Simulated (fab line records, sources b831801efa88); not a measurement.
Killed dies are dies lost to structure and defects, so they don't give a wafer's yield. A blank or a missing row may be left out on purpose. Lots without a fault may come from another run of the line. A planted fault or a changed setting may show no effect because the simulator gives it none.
Chamber matching | flow gf180mcu | GF_PASSIVATION_CVD_02 on pecvd-02: 3 sister chambers
The step deposits Si3N4, target thk 700 nm, time 486.18 s. 14 wafers are shown with their chamber, then 7 later ones without.

WAFERS WITH THEIR CHAMBER
wafer  | chamber | heater_power_w (W)
L744.2 | 0       | 713
L744.3 | 2       | 685
L744.5 | 1       | 753
L746.1 | 0       | 710
L746.2 | 1       | 795
L746.4 | 2       | 619
L749.1 | 0       | 722
L749.3 | 1       | 809
L749.4 | 2       | 648
L750.1 | 2       | 631
L750.3 | 1       | 789
L750.4 | 0       | 582
L754.1 | 2       | 666
L754.3 | 1       | 812

SIGNATURES (means of the wafers above)
reading        | chamber 0 | chamber 1 | chamber 2 | scatter within a chamber
heater_power_w | 681.75    | 791.60    | 649.80    | 40.9
Rule: a wafer's distance from a chamber is the root of the sum, over the readings, of the square of ((its reading less the chamber's mean) divided by the reading's scatter). The wafer belongs to the nearest chamber; if the next one is less than 2 further off, it can't be placed. The scatter: the root of (the sum of the squares of (reading less its chamber's mean) over the shown wafers, divided by (wafers less chambers)).

WAFERS WITHOUT THEIR CHAMBER
wafer  | heater_power_w (W)
L754.6 | 588
L756.2 | 700
L756.4 | 583
L756.6 | 668
L762.1 | 607
L762.2 | 846
L762.6 | 739

WHICH CHAMBER EACH WENT THROUGH
wafer  | from the rows above          | in truth
L754.6 | can't be placed: 2 or 0      | 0
L756.2 | can't be placed: 0 or 2 or 1 | 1
L756.4 | can't be placed: 2 or 0      | 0
L756.6 | can't be placed: 0 or 2      | 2
L762.1 | can't be placed: 2 or 0      | 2
L762.2 | 1                            | 1
L762.6 | can't be placed: 1 or 0 or 2 | 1
Placed correctly: 1 of 7. Can't be placed from these rows: 6 (the true chamber is among the candidates in 6). Placed wrongly: 0.
